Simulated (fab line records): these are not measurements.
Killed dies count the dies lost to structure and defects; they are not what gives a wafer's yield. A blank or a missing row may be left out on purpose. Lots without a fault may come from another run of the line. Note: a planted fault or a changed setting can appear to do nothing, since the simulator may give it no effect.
Which tool is to blame? -- flow sfq-line -- 41 wafers from 14 lots sampled at 2 of the route's 325 steps

## WHAT THE GAUGES SHOWED, per wafer
SFQ_M4_RS_MEAS_924: measures by four-point-probe.
lot,measured,on,M4_NB_RS (ohm/sq)
L453,day 31 00:24,film-metro-01,0.891 0.896 0.886
L454,day 31 11:17,film-metro-03,0.901 0.893 0.900
L455,day 39 15:22,film-metro-02,0.891 0.890 0.882
L456,day 39 22:17,film-metro-01,0.882 0.867 0.880
L458,day 40 06:46,film-metro-02,0.898 0.895 0.889
L459,day 45 14:18,film-metro-03,0.883 0.888 0.900
L461,day 46 16:12,film-metro-03,0.873 0.869 0.865
L462,day 46 22:43,film-metro-01,0.912 0.909 0.897
L463,day 47 17:25,film-metro-03,0.883 0.888 0.892
L464,day 47 22:50,film-metro-02,0.897 0.901 0.890
L467,day 49 01:41,film-metro-02,0.893 1.892 0.893 1.888
L469,day 50 02:09,film-metro-02,0.885 1.872 1.867 0.882 1.875 1.866
L472,day 51 09:56,film-metro-02,0.870 0.861 0.864
L476,day 52 02:34,film-metro-02,0.881 0.879 0.869

## TOOL THAT RAN EACH LOT (tool first, then ch and the chambers of the sampled wafers, then the start)
lot,SFQ_TRILAYER_M4_DEP_SPUTTER_091
L453,"pvd-sputter-03, day 31 00:15"
L454,"pvd-sputter-04, day 31 11:12"
L455,"pvd-sputter-03, day 39 15:16"
L456,"pvd-sputter-06, day 39 22:11"
L458,"pvd-sputter-03, day 40 06:38"
L459,"pvd-sputter-06, day 45 14:13"
L461,"pvd-sputter-06, day 46 16:05"
L462,"pvd-sputter-04, day 46 22:38"
L463,"pvd-sputter-06, day 47 17:19"
L464,"pvd-sputter-03, day 47 22:44"
L467,"pvd-sputter-04, day 49 01:32"
L469,"pvd-sputter-04, day 50 02:02"
L472,"pvd-sputter-06, day 51 09:48"
L476,"pvd-sputter-06, day 52 02:28"
- SFQ_TRILAYER_M4_DEP_SPUTTER_091: material Nb, target thk 200 nm, time 133.3 s.

## WHAT THE TOOLS THEMSELVES READ (means of the sampled wafers that have a number; where no wafer has one, the mark that the record gives instead)
SFQ_TRILAYER_M4_DEP_SPUTTER_091.
lot,tool,throttle-valve-pct (%)
L453,pvd-sputter-03,30.5
L454,pvd-sputter-04,29.5
L455,pvd-sputter-03,30.7
L456,pvd-sputter-06,29.7
L458,pvd-sputter-03,31.0
L459,pvd-sputter-06,29.1
L461,pvd-sputter-06,30.8
L462,pvd-sputter-04,30.1
L463,pvd-sputter-06,30.4
L464,pvd-sputter-03,30.4
L467,pvd-sputter-04,29.3
L469,pvd-sputter-04,29.5
L472,pvd-sputter-06,29.8
L476,pvd-sputter-06,29.8

## THE ANSWER, worked out from the rows above alone
Rule: the lots themselves supply what counts as usual. Put in order of their means at a reading, lots are off if they are a third of the lots or fewer, leave a main group of 4 or more, and stand apart from it by a gap of 3 or more times the standard deviation of the main group's means; of several such gaps the widest counts. A main group whose means are all the same, to the digits that the tables above print for the reading, isn't used. Also off: a lot with no number at a reading for which 4 or more lots have one. Any other lot the step has rows for is counted as sound. The gauges are gone through in route order, then the tools' own readings, and for those a lot's mean is taken as printed above. At the first step where some lot is off, the reading lying furthest off is the one used; lots without a number count as furthest.
Off: at SFQ_M4_RS_MEAS_924 (M4_NB_RS), L467, L469. For the main group the mean is 0.886 ohm/sq and the standard deviation 0.012.
If a tool, at a process step before that reading, ran all the lots that are off and no sound lot after the first of them, it fits. Gauges at SFQ_M4_RS_MEAS_924: tried the same way as those tools. One fits: pvd-sputter-04 at SFQ_TRILAYER_M4_DEP_SPUTTER_091. A fault onset in the window from L462 (day 46 22:38, its last sound lot) to L467 (day 49 01:32, its first lot off) fits.

## WHAT THE SIMULATOR HAD PUT IN
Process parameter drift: pvd-sputter-04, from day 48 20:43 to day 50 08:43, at SFQ_TRILAYER_M4_DEP_SPUTTER_091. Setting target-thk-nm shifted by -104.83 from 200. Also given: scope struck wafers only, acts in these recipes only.
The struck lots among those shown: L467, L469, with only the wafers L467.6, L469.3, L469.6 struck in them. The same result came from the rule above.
